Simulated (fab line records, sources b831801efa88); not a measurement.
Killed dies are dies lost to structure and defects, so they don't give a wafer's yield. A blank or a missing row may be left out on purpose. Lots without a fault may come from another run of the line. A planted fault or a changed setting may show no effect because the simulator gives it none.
Which tool did it? | flow gf180mcu | 12 lots, 36 wafers sampled, at 5 steps of a route of 602

WHAT THE GAUGES READ, wafer by wafer
GF_HV_LDD_TW_MEAS_23. Usual: HV_LDD_2_TW 1054, standard deviation 7.3.
lot  | measured     | on            | HV_LDD_2_TW    | flag
L516 | day 11 01:18 | film_metro-04 | 1041 1041 1038 |
L517 | day 11 01:55 | film_metro-03 | 1054 1057 1059 |
L518 | day 11 09:20 | film_metro-04 | 1035 1042 1041 |
L527 | day 14 08:16 | film_metro-02 | 975 978 977    | OFF
L528 | day 14 14:44 | film_metro-02 | 979 980 976    | OFF
L529 | day 14 19:15 | film_metro-04 | 1049 1043 1038 |
L531 | day 15 13:08 | film_metro-04 | 1053 1056 1058 |
L532 | day 15 16:39 | film_metro-03 | 1067 1070 1065 |
L534 | day 16 11:22 | film_metro-02 | 1048 1050 1049 |
L535 | day 16 17:32 | film_metro-04 | 1052 1054 1052 |
L536 | day 17 00:33 | film_metro-02 | 1055 1057 1058 |
L539 | day 18 11:35 | film_metro-03 | 1058 1053 1057 |

GF_HV_LDD_CD_MEAS_31: target cd 400 nm. Usual: cd_nm 400.3 nm, standard deviation 2.2.
lot  | measured     | on        | cd_nm (nm)        | flag
L516 | day 11 19:55 | cd_sem-02 | 400.3 400.4 399.8 |
L517 | day 11 20:36 | cd_sem-02 | 400.4 401.2 401.0 |
L518 | day 12 04:27 | cd_sem-01 | 401.0 403.9 403.3 |
L527 | day 15 05:34 | cd_sem-01 | 402.3 401.1 404.6 |
L528 | day 15 11:49 | cd_sem-02 | 404.0 402.9 405.5 |
L529 | day 15 16:22 | cd_sem-01 | 398.6 399.6 399.3 |
L531 | day 16 10:47 | cd_sem-02 | 399.0 401.2 398.7 |
L532 | day 16 14:16 | cd_sem-02 | 400.1 399.5 403.1 |
L534 | day 17 07:55 | cd_sem-02 | 396.3 397.1 395.9 |
L535 | day 17 15:08 | cd_sem-02 | 399.5 402.1 400.1 |
L536 | day 17 22:35 | cd_sem-02 | 397.1 396.9 395.8 |
L539 | day 19 10:25 | cd_sem-01 | 399.9 398.9 397.5 |

GF_HV_LDD_TW_MEAS_38. Usual: HV_LDD_3_TW 1438, standard deviation 9.7.
lot  | measured     | on            | HV_LDD_3_TW    | flag
L516 | day 11 20:45 | film_metro-04 | 1412 1418 1422 |
L517 | day 11 21:26 | film_metro-02 | 1432 1437 1433 |
L518 | day 12 05:18 | film_metro-04 | 1425 1421 1428 |
L527 | day 15 06:24 | film_metro-02 | 1447 1443 1441 |
L528 | day 15 12:41 | film_metro-03 | 1447 1440 1448 |
L529 | day 15 17:13 | film_metro-02 | 1439 1449 1450 |
L531 | day 16 11:38 | film_metro-02 | 1430 1436 1437 |
L532 | day 16 15:06 | film_metro-04 | 1435 1430 1436 |
L534 | day 17 08:46 | film_metro-04 | 1437 1445 1440 |
L535 | day 17 15:58 | film_metro-04 | 1446 1442 1438 |
L536 | day 17 23:26 | film_metro-02 | 1431 1441 1444 |
L539 | day 19 11:17 | film_metro-03 | 1447 1443 1444 |

WHICH TOOL RAN EACH LOT (tool, then ch and the chambers of the sampled wafers, then the start)
lot  | GF_HV_LDD_STRIP_10                   | GF_HV_LDD_IMPLANT_21
L516 | plasma_asher-04 ch 0,1, day 10 06:50 | implanter-01 ch 0, day 11 01:04
L517 | plasma_asher-01 ch 0,1, day 10 07:11 | implanter-01 ch 0, day 11 01:42
L518 | plasma_asher-04 ch 0,1, day 10 14:32 | implanter-02 ch 0, day 11 09:05
L527 | plasma_asher-01 ch 0,1, day 13 11:16 | implanter-01 ch 0, day 14 08:02
L528 | plasma_asher-01 ch 0,1, day 13 16:32 | implanter-01 ch 0, day 14 14:29
L529 | plasma_asher-01 ch 0,1, day 13 21:14 | implanter-03 ch 0, day 14 19:01
L531 | plasma_asher-01 ch 0,1, day 14 15:36 | implanter-03 ch 0, day 15 12:53
L532 | plasma_asher-03 ch 0,1, day 14 18:59 | implanter-03 ch 0, day 15 16:25
L534 | plasma_asher-04 ch 0,1, day 15 13:21 | implanter-03 ch 0, day 16 11:08
L535 | plasma_asher-04 ch 0,1, day 15 19:47 | implanter-02 ch 0, day 16 17:20
L536 | plasma_asher-04 ch 0,1, day 16 03:02 | implanter-02 ch 0, day 17 00:18
L539 | plasma_asher-04 ch 0,1, day 17 11:42 | implanter-03 ch 0, day 18 11:20
- GF_HV_LDD_STRIP_10: strips in O2/N2.
- GF_HV_LDD_IMPLANT_21

WHAT THE TOOLS THEMSELVES READ (means of the sampled wafers that have a number; where no wafer has one, the mark that the record gives instead)
GF_HV_LDD_STRIP_10. Usual: drypump_motor_current_A 5.6 A, standard deviation 0.5; heater_power_w 309 W, standard deviation 30; n2_flow_sccm 300.1 sccm, standard deviation 1; o2_flow_sccm 3001 sccm, standard deviation 9.9; oes_product_au 0.716 a.u., standard deviation 0.0044; platen_temp_c 250.00 C, standard deviation 0.16; strip_time_to_endpoint_s 12.66 s, standard deviation 0.034.
lot  | tool            | drypump_motor_current_A (A) | heater_power_w (W) | n2_flow_sccm (sccm) | o2_flow_sccm (sccm) | oes_product_au (a.u.) | platen_temp_c (C) | strip_time_to_endpoint_s (s) | flag
L516 | plasma_asher-04 | 5.2                         | 294                | 302.0               | 2994                | 0.716                 | 250.07            | 12.65                        |
L517 | plasma_asher-01 | 5.7                         | 330                | 299.5               | 3007                | 0.715                 | 249.94            | 12.67                        |
L518 | plasma_asher-04 | 5.7                         | 282                | 299.8               | 3003                | 0.716                 | 250.10            | 12.69                        |
L527 | plasma_asher-01 | 5.6                         | 338                | 300.2               | 2998                | 0.720                 | 249.93            | 12.65                        |
L528 | plasma_asher-01 | 5.7                         | 328                | 300.6               | 3000                | 0.717                 | 250.04            | 12.69                        |
L529 | plasma_asher-01 | 5.7                         | 327                | 299.8               | 2985                | 0.714                 | 250.04            | 12.64                        |
L531 | plasma_asher-01 | 5.6                         | 342                | 300.8               | 3000                | 0.715                 | 249.98            | 12.64                        |
L532 | plasma_asher-03 | 6.1                         | 320                | 300.1               | 2998                | 0.719                 | 249.88            | 12.67                        |
L534 | plasma_asher-04 | 5.2                         | 284                | 300.0               | 3006                | 0.717                 | 249.89            | 12.72                        |
L535 | plasma_asher-04 | 5.6                         | 287                | 301.4               | 2999                | 0.716                 | 249.92            | 12.68                        |
L536 | plasma_asher-04 | 5.2                         | 288                | 300.5               | 3001                | 0.717                 | 249.92            | 12.70                        |
L539 | plasma_asher-04 | 5.2                         | 292                | 299.3               | 2999                | 0.714                 | 249.93            | 12.63                        |

GF_HV_LDD_IMPLANT_21. Usual: beam_on_s 10.02 s, standard deviation 0.21; faraday_current_uA 281, standard deviation 5.8.
lot  | tool         | beam_on_s (s) | faraday_current_uA | flag
L516 | implanter-01 | 10.00         | 282                |
L517 | implanter-01 | 9.90          | 285                |
L518 | implanter-02 | 9.97          | 283                |
L527 | implanter-01 | 7.67          | 368                | OFF
L528 | implanter-01 | 7.79          | 362                | OFF
L529 | implanter-03 | 10.06         | 280                |
L531 | implanter-03 | 9.92          | 284                |
L532 | implanter-03 | 9.83          | 287                |
L534 | implanter-03 | 10.21         | 276                |
L535 | implanter-02 | 9.93          | 284                |
L536 | implanter-02 | 9.91          | 285                |
L539 | implanter-03 | 10.35         | 273                |

THE ANSWER, worked out from the rows above alone
Rule: a lot is off if the mean of its wafers that have a number lies more than 3 standard deviations from the usual mean. A lot without any number at a reading at which 4 lots or more have one is off too. The other lots that the step has rows for count as sound. The gauges are gone through in route order, then the tools' own readings, and for those a lot's mean is taken as printed above. The first step at which some lot is off is used, and at that step the reading that is off furthest; a lot without a number counts as furthest.
Off: L527, L528, at GF_HV_LDD_TW_MEAS_23 (HV_LDD_2_TW).
A tool fits if, at a process step before that reading, it ran every lot that is off, and no sound lot after the first of them. The gauges at GF_HV_LDD_TW_MEAS_23 aren't tried: what is off there is off at GF_HV_LDD_IMPLANT_21 too, on other tools, and a gauge's error can't cause that. One fits: implanter-01 at GF_HV_LDD_IMPLANT_21. Its last sound lot is L517 (day 11 01:42), its first lot that is off L527 (day 14 08:02): a fault that began between those two fits.
The tool's own readings at GF_HV_LDD_IMPLANT_21 bear it out: on the lots that are off they differ by more than 5 times the standard deviation of the sound lots' means. beam_on_s reads 7.73 s there against 10.01 s on the sound lots; faraday_current_uA reads 365 there against 282 on the sound lots.

WHAT THE SIMULATOR HAD PUT IN
Process parameter drift: implanter-01, from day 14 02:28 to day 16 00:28, at GF_HV_LDD_IMPLANT_21. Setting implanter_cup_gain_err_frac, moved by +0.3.
Lots struck among those shown: L527, L528. The rule above found the same.
